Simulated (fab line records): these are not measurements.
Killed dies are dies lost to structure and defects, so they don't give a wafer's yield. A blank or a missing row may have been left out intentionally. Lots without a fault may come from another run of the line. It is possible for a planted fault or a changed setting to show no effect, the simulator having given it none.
2 desks looking at one fault	flow sky130	only its own numbers are on each desk; what lay behind them is given at the end

== FOR THE TOOL OWNER'S DESK: furnace-02 ==
The tool's own readings at SKY_POLY_GATE_OXIDATION_20 (stabilise 600 s, purge 300 s, target thk 4 nm): means of the sampled wafers that have a number, for each lot that ran on this tool. Any lot whose mean is over 4 standard deviations away from the usual mean is out of limits and marked OUT; that distance is given in the brackets. 7 of its 10 readings are shown: the first one out of limits and those lying furthest out on some lot.
Columns: A = spike tc bottom C at SKY_POLY_GATE_OXIDATION_20, usual 866.4 C; B = spike tc centre C at SKY_POLY_GATE_OXIDATION_20, usual 850.3 C; C = spike tc lower C at SKY_POLY_GATE_OXIDATION_20, usual 850.9 C; D = spike tc top C at SKY_POLY_GATE_OXIDATION_20, usual 860.4 C; E = spike tc upper C at SKY_POLY_GATE_OXIDATION_20, usual 848.8 C; F = tube center temp C at SKY_POLY_GATE_OXIDATION_20, usual 850 C; G = tube_center_temp_C_max at SKY_POLY_GATE_OXIDATION_20, usual 852.1
lot	first seen here	A	B	C	D	E	F	G
L410	day 17 08:49	870.0	850.7	850.2	857.0	848.0	850	852.1
L411	day 17 20:37	869.7	849.7	850.5	857.3	848.2	850	852.2
L424	day 22 15:14	824.5 (-16) OUT	804.8 (-45) OUT	805.0 (-46) OUT	812.1 (-20) OUT	802.7 (-38) OUT	805 (-99 or more) OUT	806.5 (-99 or more) OUT
L425	day 22 19:05	825.4 (-16) OUT	805.3 (-45) OUT	804.1 (-47) OUT	812.3 (-20) OUT	802.0 (-39) OUT	804 (-99 or more) OUT	806.4 (-99 or more) OUT
Finding of this desk: L424, L425 out of limits; the first was L424 at day 22 15:14, on spike tc bottom C at SKY_POLY_GATE_OXIDATION_20. L410, L411: within limits.

== THE METROLOGY DESK ==
Lot by lot, what the gauges showed, no matter which tool ran the lot: averages of those sampled wafers that carry a number. Any lot whose mean is over 4 standard deviations away from the usual mean is out of limits and marked OUT; that distance is given in the brackets.
Columns: A = POLY_GATE_OXIDATION_THK at SKY_POLY_GATE_THK_MEAS_21, usual 3.99 nm; B = cd nm at SKY_METAL1_CD_MEAS_15, usual 140.4 nm
lot	first seen here	A	B
L408	day 16 13:17	3.98	141.6
L409	day 17 02:14	4.08	143.1
L410	day 17 10:04	3.93	140.6
L411	day 17 21:52	4.02	140.0
L414	day 19 00:59	4.01	138.3
L418	day 20 10:37	3.98	140.6
L424	day 22 16:29	2.10 (-27) OUT	138.6
L425	day 22 20:20	2.12 (-27) OUT	140.0
L429	day 24 04:44	3.99	140.7
L428	day 24 08:11	3.97	138.0
L430	day 24 20:05	3.95	141.0
This desk finds L424, L425 out of limits, with the earliest case on L424 at day 22 16:29 (POLY_GATE_OXIDATION_THK at SKY_POLY_GATE_THK_MEAS_21). L408, L409, L410, L411, L414, L418, L429, L428, L430: within limits.

== ALL TOGETHER ==
The tool owner's desk had the chance to raise an alarm at day 22 15:14 on L424, L425.
An alarm was possible from the metrology desk at day 22 16:29, on L424, L425.
Of the lots named, all ran SKY_POLY_GATE_OXIDATION_20 on furnace-02.

== WHAT THE SIMULATOR HAD INSERTED ==
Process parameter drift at SKY_POLY_GATE_OXIDATION_20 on furnace-02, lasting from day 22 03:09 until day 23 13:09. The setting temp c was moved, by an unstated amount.
Lots struck among those shown: L424, L425.
Time in hours from fault onset to the first out-of-limits reading at each desk: tool owner's desk 12, metrology desk 13.
